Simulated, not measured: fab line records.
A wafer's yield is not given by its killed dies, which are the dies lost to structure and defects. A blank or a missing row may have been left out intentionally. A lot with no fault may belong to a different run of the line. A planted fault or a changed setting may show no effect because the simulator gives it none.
Problem report in the 8D (eight disciplines) form, filled by code	flow sky130	the parts of the form that need people (team, actions taken, sign-off) are left out

1. PROBLEM STATEMENT
Wafers without a fault read 20.000 s, standard deviation 0.0095; overpolishRunS at SKY_LI_CONTACT_CMP_24 reads a mean of 9.213 s on 3 wafers belonging to 2 lots. That is -99 or more standard deviations from the usual mean.
The step: polishes, stops on PSG, t overpolish 20 s, target thk 0 nm.
Seen first at day 33 01:25 on cmp-01, wafer L606.3. At this step, 39 wafers from 13 lots have a number in the record. The rule behind "out" and "out of limits": a value lying over 4 standard deviations away from the usual mean. The other wafers with a number count as sound.

2. WHAT IT IS; WHAT IT IS NOT
question	is	is not
which readings at this step	overpolishRunS	motorCurrentA, timeToEndpointS
which lots	L606, L608	L596, L598, L599, L600, L601, L603, L604, L605, L616, L617, L618
which wafers of those lots	L606.3, L608.4, L608.6	L606.2, L606.4, L608.2
read on which tools	cmp-01	cmp-02
when	from day 33 01:25	up to then (26 sound wafers); but 10 sound wafers of L608, L616, L617, L618 came after

3. SUSPECTS, AND WHAT RULES EACH OUT
Counting: any tool at a process step up to the reading remains a suspect provided it ran every lot that is out. Sound lots after the first of them don't rule it out here, since some wafers of a struck lot are sound.
- cmp-01 at SKY_LI_CONTACT_CMP_24 (polishes, stops on PSG, t overpolish 20 s, target thk 0 nm): kept. It ran every lot that is out, first L606 (day 33 01:25); its last sound lot up to then is L605 (day 32 15:46). Out on those wafers are its own readings of overpolishRunS.
- At SKY_LI_CONTACT_CMP_24, inside cmp-01: chamber 1 took the wafers that are out, while their sound lot-mates went through chambers 0, 2, 3.
After counting, what remains is cmp-01 at SKY_LI_CONTACT_CMP_24.

4. THE CAUSE (what the simulator had put in)
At SKY_LI_CONTACT_CMP_24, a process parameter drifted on cmp-01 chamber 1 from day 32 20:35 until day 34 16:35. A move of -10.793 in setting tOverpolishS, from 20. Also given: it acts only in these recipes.
This tool alone remained once counting was done.

5. THE CHAIN OF EFFECTS, in route order
Rows list readings where the struck wafers' mean (over those with a number) sits beyond 3 standard deviations from the usual. Only readings for which the record gives a usual standard deviation are gone through. hours: the time from each lot's start at the first step in this table that gives one to its start at this step, as a median over the lots. sigmas: the change in usual standard deviations.
hours	step	reading	usual	on struck wafers	change	sigmas
0	SKY_LI_CONTACT_CMP_24	overpolishRunS	20.000 s	9.213	-10.787	-99 or more
Process steps it contains:
- SKY_LI_CONTACT_CMP_24: polishes, stops on PSG, t overpolish 20 s, target thk 0 nm.
Later measuring or inspecting steps at which every struck wafer that the step has a row for has a number for every such reading, and none has moved that far: SKY_LOCAL_INTERCONNECT_THK_MEAS_02.

6. WHAT WOULD HAVE CAUGHT IT SOONER
The fault began at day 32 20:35; the first out-of-limits reading in this record came at day 33 01:25, 5 hours later.
